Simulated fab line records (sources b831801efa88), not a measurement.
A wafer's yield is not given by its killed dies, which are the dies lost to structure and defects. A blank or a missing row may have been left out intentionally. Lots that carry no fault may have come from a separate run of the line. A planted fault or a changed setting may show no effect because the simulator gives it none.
One fault seen from 2 desks	flow sky130	each desk holds nothing but its own numbers, with what lay behind them at the end

TOOL OWNER'S DESK, cmp-02
The tool's own readings at SKY_LI_CONTACT_CMP_02 (polishes PSG): means of the sampled wafers that have a number, for each lot that ran on this tool. Any lot whose mean is over 4 standard deviations away from the usual mean is out of limits and marked OUT; that distance is given in the brackets.
Columns: A = headPressurePsi at SKY_LI_CONTACT_CMP_02, usual 4.001 psi; B = motorCurrentA at SKY_LI_CONTACT_CMP_02, usual 11.7 A; C = timeToEndpointS at SKY_LI_CONTACT_CMP_02, usual 31.2 s
lot	first seen here	A	B	C
L996	day 29 09:40	3.998	11.6	31.0
L999	day 30 04:35	4.001	12.0	26.2
L102	day 30 23:02	4.003	13.0	24.7
L110	day 33 16:35	4.003	11.8	31.0
L111	day 33 22:20	4.007	11.7	27.4
L113	day 34 16:44	4.003	12.1	30.1
L114	day 35 04:46	3.997	12.3	32.2
L117	day 35 18:20	4.006	12.0	32.6
L118	day 35 19:17	4.009	11.0	33.4
This desk found nothing out of limits on any of the 9 lots.

METROLOGY DESK
Lot by lot, what the gauges showed, no matter which tool ran the lot: averages of those sampled wafers that carry a number. Any lot whose mean is over 4 standard deviations away from the usual mean is out of limits and marked OUT; that distance is given in the brackets.
Columns: A = LOCAL_INTERCONNECT_OVL at SKY_LOCAL_INTERCONNECT_OVL_MEAS_12, usual 0 nm
lot	first seen here	A
L996	day 31 21:04	0
L999	day 32 14:53	6
L102	day 33 09:16	0
L108	day 35 13:17	-3
L109	day 35 20:59	13
L110	day 36 01:11	6
L111	day 36 06:03	6
L113	day 36 23:49	-2
L114	day 37 11:22	3
L116	day 37 17:19	-1
L117	day 38 01:41	-8
L118	day 38 03:00	-3
This desk found nothing out of limits on any of the 12 lots.

TAKEN TOGETHER
The tool owner's desk saw nothing out of limits.
At the metrology desk, nothing out of limits was observed.

WHAT THE SIMULATOR PUT IN
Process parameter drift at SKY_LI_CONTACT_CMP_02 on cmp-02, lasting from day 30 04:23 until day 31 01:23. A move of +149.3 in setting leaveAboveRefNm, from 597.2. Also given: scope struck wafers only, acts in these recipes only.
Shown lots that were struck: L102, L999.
